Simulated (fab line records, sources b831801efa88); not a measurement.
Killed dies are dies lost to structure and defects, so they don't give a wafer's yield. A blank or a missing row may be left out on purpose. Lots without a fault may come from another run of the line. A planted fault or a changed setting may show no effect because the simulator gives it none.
fab line records | flow gf180mcu
record lots=5 wafers=15 last_day=34
route steps=602 shown DUAL_GATE@144
lots that met no fault: from a run of the same line without faults
start_h: hours from the record's first day to the start of the lot's first wafer shown | wait_h: hours since the lot's step before | " the same as in the row above | L1.1+2: a row that stands for several wafers | - no value, or no start given | * or withheld: withheld | < > ~ a bound
route shown NAME@n: a module of which the file shows steps, and the number in the route of the first | usual: mean/standard deviation of fault-free wafers | same: alike in all rows | chamber/n: place in a boat | sites: the reading at each site | _std_site: their standard deviation | _edge_site: outer sites' mean less inner sites' | radius_mm: how far each site lies from the wafer's centre | mask NAME#n: copy n | behind: the tool/chamber that last shaped the wafer | hold: why the lot was held/for how many hours/how that ended | device: the transistor (n, p or np) that didn't switch | end of line: the same wafers' tests at the end of the route | a step without rows: its recipe alone | killed: dies lost to structure and defects at the first sort, not the wafer's yield | map: a wafer's dies, x killed, . not, _ none there
set.NAME: the setting as run; set.NAME@STEP: as run at that earlier step | model.NAME: the simulator's own value behind a step, which no gauge read
lots at some steps of the route; a table a step, a row a wafer
services: from which hour (start_h, from the record's first day; less than 0 if before it) a tool's chamber was out of use, for how many hours, and why
## steps
# step GF_DUAL_GATE_THK_MEAS_03
# recipe reads=SiO2_of_DUAL_GATE_OXIDATION_02
# usual DUAL_GATE_OXIDATION_00_THK=10.89/0.18
# columns lot.wafer tool chamber start_h wait_h DUAL_GATE_OXIDATION_00_THK[nm]
L075.1 film_metro-03 - 167.79 0.0 10.88
L075.2 " - " " 11.09
L075.5 " - " " 10.86
L079.2 film_metro-01 - 193.97 0.0 10.92
L079.3 " - " " 10.93
L079.4 " - " " 11.04
L091.2 film_metro-02 - 282.17 0.0 11.09
L091.4 " - " " 10.91
L091.6 " - " " 10.87
L092.2 film_metro-02 - 287.59 0.0 10.77
L092.4 " - " " 10.95
L092.6 " - " " 10.76
L095.4 film_metro-03 - 304.38 0.0 11.02
L095.5 " - " " 11.15
L095.6 " - " " 11.14
# step GF_DUAL_GATE_DEHYDRATE_04
# recipe temp_c=200 time_s=60
# usual heater_power_total_W=160.38/0.12 plate_temp_C=199.96/0.15
# columns lot.wafer tool chamber start_h wait_h heater_power_total_W plate_temp_C
L075.1 litho_track-04 0 175.42 7.6 160.29 200.02
L075.2 " 0 " " 160.35 200.09
L075.5 " 0 " " 160.29 200.26
L079.2 litho_track-04 0 202.00 8.0 160.18 200.05
L079.3 " 0 " " 160.16 199.88
L079.4 " 0 " " 160.55 200.06
L091.2 litho_track-02 0 291.06 8.9 160.33 199.86
L091.4 " 0 " " 160.49 199.89
L091.6 " 0 " " 160.44 199.79
L092.2 litho_track-02 0 296.91 9.3 160.44 199.79
L092.4 " 0 " " 160.47 200.14
L092.6 " 0 " " 160.40 199.99
L095.4 litho_track-03 0 314.42 10.0 160.25 199.78
L095.5 " 0 " " 160.35 199.89
L095.6 " 0 " " 160.37 200.14
# step GF_DUAL_GATE_HMDS_05
# recipe prime_time_s=60 prime_temp_c=120
# columns lot.wafer tool chamber start_h wait_h
L075.1+2+5 litho_track-04 0 175.57 0.1
L079.2+3+4 litho_track-04 0 202.15 0.1
L091.2+4+6 litho_track-02 0 291.21 0.1
L092.2+4+6 litho_track-02 0 297.06 0.1
L095.4+5+6 litho_track-03 0 314.57 0.1
# step GF_DUAL_GATE_COAT_06
# recipe resist=NOVOLAK spin_rpm=3000 resist_thk_nm=1000
# usual dispense_pressure_kPa=49/4.9 spin_speed_rpm=3000.1/1.9
# columns lot.wafer tool chamber start_h wait_h dispense_pressure_kPa spin_speed_rpm
L075.1 litho_track-04 0 175.72 0.1 43 3002.4
L075.2 " 0 " " 43 3001.6
L075.5 " 0 " " 43 2999.6
L079.2 litho_track-04 0 202.30 0.1 43 3004.9
L079.3 " 0 " " 43 3000.2
L079.4 " 0 " " 43 3001.5
L091.2 litho_track-02 0 291.36 0.1 53 2998.5
L091.4 " 0 " " 54 3000.7
L091.6 " 0 " " 54 3000.6
L092.2 litho_track-02 0 297.21 0.1 54 2998.9
L092.4 " 0 " " 54 2999.4
L092.6 " 0 " " 54 2999.4
L095.4 litho_track-03 0 314.72 0.1 45 3000.2
L095.5 " 0 " " 45 2998.8
L095.6 " 0 " " 45 2998.9
# step GF_DUAL_GATE_SOFTBAKE_07
# recipe temp_c=90 time_s=60 resist=NOVOLAK
# usual heater_power_total_W=56.60/0.047 plate_temp_C=90.00/0.11
# columns lot.wafer tool chamber start_h wait_h heater_power_total_W plate_temp_C
L075.1 litho_track-04 0 175.87 0.1 56.59 89.86
L075.2 " 0 " " 56.64 89.74
L075.5 " 0 " " 56.67 89.77
L079.2 litho_track-04 0 202.45 0.1 56.62 90.14
L079.3 " 0 " " 56.58 90.06
L079.4 " 0 " " 56.48 90.09
L091.2 litho_track-02 0 291.51 0.1 56.62 90.07
L091.4 " 0 " " 56.60 89.83
L091.6 " 0 " " 56.64 89.90
L092.2 litho_track-02 0 297.36 0.1 56.60 89.96
L092.4 " 0 " " 56.66 89.96
L092.6 " 0 " " 56.66 89.94
L095.4 litho_track-03 0 314.87 0.1 56.59 90.02
L095.5 " 0 " " 56.53 89.78
L095.6 " 0 " " 56.56 89.98
# step GF_DUAL_GATE_EXPOSE_08
# recipe mask_id=Dualgate target_cd_nm=700 na=0.6 source_shape=conventional sigma_outer=0.6 dose_mj=140
# usual exposure_dose_mJ_cm2=140.01/0.16 reticle_temp_C=23.01/0.098
# same na=0.6
# columns lot.wafer tool chamber start_h wait_h mask exposure_dose_mJ_cm2 reticle_temp_C
L075.1 iline_stepper-01 0 - - Dualgate#0 140.22 23.03
L075.2 " 0 " " Dualgate#0 140.09 23.00
L075.5 " 0 " " Dualgate#0 139.98 22.94
L079.2 iline_stepper-01 0 - - Dualgate#0 140.20 22.98
L079.3 " 0 " " Dualgate#0 140.08 23.04
L079.4 " 0 " " Dualgate#0 140.16 23.06
L091.2 iline_stepper-02 0 - - Dualgate#0 140.21 23.17
L091.4 " 0 " " Dualgate#0 140.24 22.89
L091.6 " 0 " " Dualgate#0 140.02 23.07
L092.2 iline_stepper-01 0 - - Dualgate#0 140.02 23.13
L092.4 " 0 " " Dualgate#0 140.06 22.87
L092.6 " 0 " " Dualgate#0 140.07 22.92
L095.4 iline_stepper-02 0 - - Dualgate#0 139.77 23.05
L095.5 " 0 " " Dualgate#0 139.70 22.97
L095.6 " 0 " " Dualgate#0 139.76 23.08
# step GF_DUAL_GATE_PEB_09
# recipe temp_c=withheld time_s=* resist=NOVOLAK
# columns lot.wafer tool chamber start_h wait_h
L075.1+2+5 litho_track-02 0 - -
L079.2+3+4 litho_track-03 0 - -
L091.2+4+6 litho_track-02 0 - -
L092.2+4+6 litho_track-02 0 - -
L095.4+5+6 litho_track-02 0 - -
# step GF_DUAL_GATE_DEVELOP_10
# recipe develop_time_s=60 dev_temp_c=23
# columns lot.wafer tool chamber start_h wait_h
L075.1+2+5 litho_track-02 0 184.34 0.1
L079.2+3+4 litho_track-03 0 210.92 0.1
L091.2+4+6 litho_track-02 0 301.11 0.1
L092.2+4+6 litho_track-02 0 307.36 0.1
L095.4+5+6 litho_track-02 0 324.21 0.1
## services
# columns tool chamber start_h hours kind
iline_stepper-01 0 154.61 - calibration
iline_stepper-02 - 175.65 1.7 pm
iline_stepper-02 - 246.58 7.0 repair
iline_stepper-01 - 268.60 1.7 pm
iline_stepper-02 - 315.87 2.1 pm
iline_stepper-02 - 317.95 - consumable_replace:lamp
## key
fault none
